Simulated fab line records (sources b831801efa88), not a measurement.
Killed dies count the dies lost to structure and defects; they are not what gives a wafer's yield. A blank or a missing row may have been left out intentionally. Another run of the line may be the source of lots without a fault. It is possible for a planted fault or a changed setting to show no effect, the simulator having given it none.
Which of the tools did it? | flow sky130 | Sampling: 12 lots, 36 wafers, 5 of 708 route steps

== WHAT THE GAUGES SHOWED, per wafer ==
SKY_DNWELL_TW_MEAS_09.
lot  | measured    | on            | DNWELL_TW
L857 | day 3 06:52 | film_metro-01 | 1120 1109 1111
L859 | day 3 14:59 | film_metro-02 | 1117 1116 1116
L860 | day 3 20:36 | film_metro-04 | 1113 1112 1111
L861 | day 4 03:27 | film_metro-02 | 1116 1108 1119
L863 | day 4 13:37 | film_metro-01 | 1111 1113 1113
L864 | day 4 20:03 | film_metro-02 | 1115 1123 1117
L867 | day 5 11:28 | film_metro-04 | 1118 1130 1129
L868 | day 5 16:22 | film_metro-04 | 1139 1136 1125
L874 | day 7 11:49 | film_metro-02 | 1106 1109 1109
L878 | day 8 01:06 | film_metro-01 | 1117 1118 1119
L879 | day 8 03:31 | film_metro-02 | 1095 1096 1102
L880 | day 8 15:37 | film_metro-01 | 1112 1116 1113

SKY_VT_ADJUST_NCORE_CD_MEAS_07: the cd target is 380 nm.
lot  | measured     | on        | cd_nm (nm)
L857 | day 8 15:12  | cd_sem-01 | 385 388 383
L859 | day 9 01:45  | cd_sem-01 | 378 376 376
L860 | day 9 07:51  | cd_sem-01 | 378 378 380
L861 | day 9 17:34  | cd_sem-01 | 377 379 376
L863 | day 10 07:37 | cd_sem-01 | 381 381 379
L864 | day 10 17:38 | cd_sem-02 | 379 380 380
L867 | day 11 12:37 | cd_sem-02 | 381 381 382
L868 | day 11 19:47 | cd_sem-02 | 381 385 382
L874 | day 14 02:38 | cd_sem-01 | 381 380 383
L878 | day 14 23:38 | cd_sem-02 | 381 383 379
L879 | day 15 01:32 | cd_sem-01 | 384 385 382
L880 | day 15 17:59 | cd_sem-01 | 379 378 380

SKY_SONOS_ONO_OVL_MEAS_14.
lot  | measured     | on         | SONOS_ONO_OVL (nm)
L857 | day 12 19:54 | overlay-01 | -1.0 -0.9 -0.8
L859 | day 13 06:22 | overlay-01 | -2.3 -1.1 -3.2
L860 | day 13 11:13 | overlay-02 | 2.4 -2.0 -1.6
L861 | day 14 00:44 | overlay-02 | 0.5 0.0 1.0
L863 | day 14 16:43 | overlay-01 | -0.3 0.1 1.0
L864 | day 15 03:44 | overlay-02 | -0.6 -0.7 -1.0
L867 | day 15 23:53 | overlay-01 | -4.6 -3.5 -3.8
L868 | day 16 08:13 | overlay-02 | 0.7 0.8 0.5
L874 | day 19 02:32 | overlay-01 | 1.1 -0.6 -1.7
L878 | day 20 02:35 | overlay-02 | 0.4 0.0 -1.3
L879 | day 20 07:16 | overlay-01 | -2.5 -1.3 -1.4
L880 | day 20 23:01 | overlay-01 | 0.0 -0.4 -0.7

== TOOL THAT RAN EACH LOT (tool first, then ch and the chambers of the sampled wafers, then the start) ==
lot  | SKY_FIELD_ISO_ETCH_15             | SKY_FIELD_ISO_STRIP_16
L857 | rie_diel-03 ch 0,2,3, day 2 06:43 | plasma_asher-04 ch 0,1, day 2 06:46
L859 | rie_diel-02 ch 1,2, day 2 14:18   | plasma_asher-03 ch 0,1, day 2 14:23
L860 | rie_diel-02 ch 0,1,2, day 2 20:19 | plasma_asher-02 ch 0,1, day 2 20:22
L861 | rie_diel-03 ch 0,1,3, day 3 02:25 | plasma_asher-04 ch 0,1, day 3 02:28
L863 | rie_diel-03 ch 0,2,3, day 3 12:48 | plasma_asher-04 ch 1, day 3 12:51
L864 | rie_diel-03 ch 0,3, day 3 18:00   | plasma_asher-04 ch 0,1, day 3 18:03
L867 | rie_diel-03 ch 1,2, day 4 09:46   | plasma_asher-02 ch 0,1, day 4 09:49
L868 | rie_diel-02 ch 0,3, day 4 14:12   | plasma_asher-02 ch 0,1, day 4 14:15
L874 | rie_diel-03 ch 0,1,2, day 5 21:52 | plasma_asher-03 ch 0,1, day 5 21:58
L878 | rie_diel-02 ch 0,2,3, day 6 22:52 | plasma_asher-04 ch 0, day 6 22:55
L879 | rie_diel-01 ch 0,1, day 6 23:33   | plasma_asher-03 ch 0,1, day 6 23:36
L880 | rie_diel-02 ch 2,3, day 7 11:00   | plasma_asher-02 ch 0,1, day 7 11:05
- SKY_FIELD_ISO_ETCH_15: etches the open film in CHF3/O2, stops on Si, target depth 180 nm, time 72 s.
- SKY_FIELD_ISO_STRIP_16: strips in O2/N2.

== AS READ BY THE TOOLS THEMSELVES (means over the sampled wafers that have a number; for cases with no such wafer, the mark the record gives instead) ==
SKY_FIELD_ISO_ETCH_15.
lot  | tool        | O2_flow_sccm (sccm) | bias_w (W) | drypump_motor_current_A (A) | oes_product_au (a.u.) | run_length_s (s) | throttle_valve_pct (%)
L857 | rie_diel-03 | 5.018               | 200.4      | 5.2                         | 0.944                 | 100.7            | 8.852
L859 | rie_diel-02 | 4.998               | 199.3      | 5.9                         | 0.949                 | 100.2            | 8.847
L860 | rie_diel-02 | 4.994               | 200.2      | 5.9                         | 0.949                 | 100.2            | 8.853
L861 | rie_diel-03 | 5.001               | 199.6      | 5.2                         | 0.936                 | 100.5            | 8.851
L863 | rie_diel-03 | 4.994               | 199.3      | 5.2                         | 0.955                 | 100.6            | 8.854
L864 | rie_diel-03 | 5.002               | 199.8      | 5.2                         | 0.942                 | 101.0            | 8.839
L867 | rie_diel-03 | 5.014               | 200.4      | 5.2                         | 0.948                 | 100.4            | 8.846
L868 | rie_diel-02 | 4.996               | 200.3      | 5.7                         | 0.950                 | 100.4            | 8.852
L874 | rie_diel-03 | 5.005               | 199.8      | 5.2                         | 0.952                 | 100.6            | 8.843
L878 | rie_diel-02 | 4.990               | 200.0      | 5.6                         | 0.915                 | 104.6            | 8.841
L879 | rie_diel-01 | 5.007               | 201.1      | 6.2                         | 0.934                 | 100.7            | 8.840
L880 | rie_diel-02 | 5.001               | 200.0      | 5.4                         | 0.905                 | 104.7            | 8.827

SKY_FIELD_ISO_STRIP_16.
lot  | tool            | drypump_motor_current_A (A) | oes_product_au (a.u.) | strip_time_to_endpoint_s (s)
L857 | plasma_asher-04 | 5.59                        | 0.377                 | 3.55
L859 | plasma_asher-03 | 5.79                        | 0.377                 | 3.54
L860 | plasma_asher-02 | 5.49                        | 0.377                 | 3.51
L861 | plasma_asher-04 | 5.51                        | 0.379                 | 3.54
L863 | plasma_asher-04 | 5.40                        | 0.378                 | 3.59
L864 | plasma_asher-04 | 5.60                        | 0.376                 | 3.53
L867 | plasma_asher-02 | 5.46                        | 0.376                 | 3.54
L868 | plasma_asher-02 | 5.52                        | 0.379                 | 3.56
L874 | plasma_asher-03 | 5.77                        | 0.381                 | 3.52
L878 | plasma_asher-04 | 5.70                        | 0.370                 | 3.42
L879 | plasma_asher-03 | 5.78                        | 0.379                 | 3.56
L880 | plasma_asher-02 | 5.50                        | 0.375                 | 3.40

== THE ANSWER, worked out from the rows above alone ==
Rule: the lots themselves supply what counts as usual. The widest of any qualifying gaps counts: lots, ordered by their means at a reading, are off when they make up no more than a third of the lots, leave a main group of 4 or more, and stand apart from it by 3 or more times the standard deviation of that group's means. A main group whose means are all the same, to the digits that the tables above print for the reading, isn't used. Also off: a lot with no number at a reading for which 4 or more lots have one. Any other lot the step has rows for is counted as sound. The gauges are gone through in route order, then the tools' own readings, and for those a lot's mean is taken as printed above. The first step at which some lot is off is used, and at that step the reading that is off furthest; a lot without a number counts as furthest.
Off, at SKY_FIELD_ISO_ETCH_15 on run_length_s: L878, L880. The main group has a mean of 100.5 s with a standard deviation of 0.23.
If a tool, at that step or one of the process steps before it, ran each lot that is off and ran no sound lot following the first of them, it fits. One fits: SKY_FIELD_ISO_ETCH_15 on rie_diel-02. A fault onset in the window from L868 (day 4 14:12, its last sound lot) to L878 (day 6 22:52, its first lot off) fits.
The tool's own readings at SKY_FIELD_ISO_ETCH_15 bear it out: on the lots that are off they differ by more than 5 times the standard deviation of the sound lots' means. oes_product_au reads 0.910 a.u. there against 0.946 a.u. on the sound lots; run_length_s reads 104.7 s there against 100.5 s on the sound lots.

== WHAT THE SIMULATOR HAD INSERTED ==
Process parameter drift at SKY_FIELD_ISO_ETCH_15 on rie_diel-02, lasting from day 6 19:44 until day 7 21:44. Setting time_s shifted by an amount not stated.
Shown lots that were struck: L878, L880. The rule above reached the same finding.
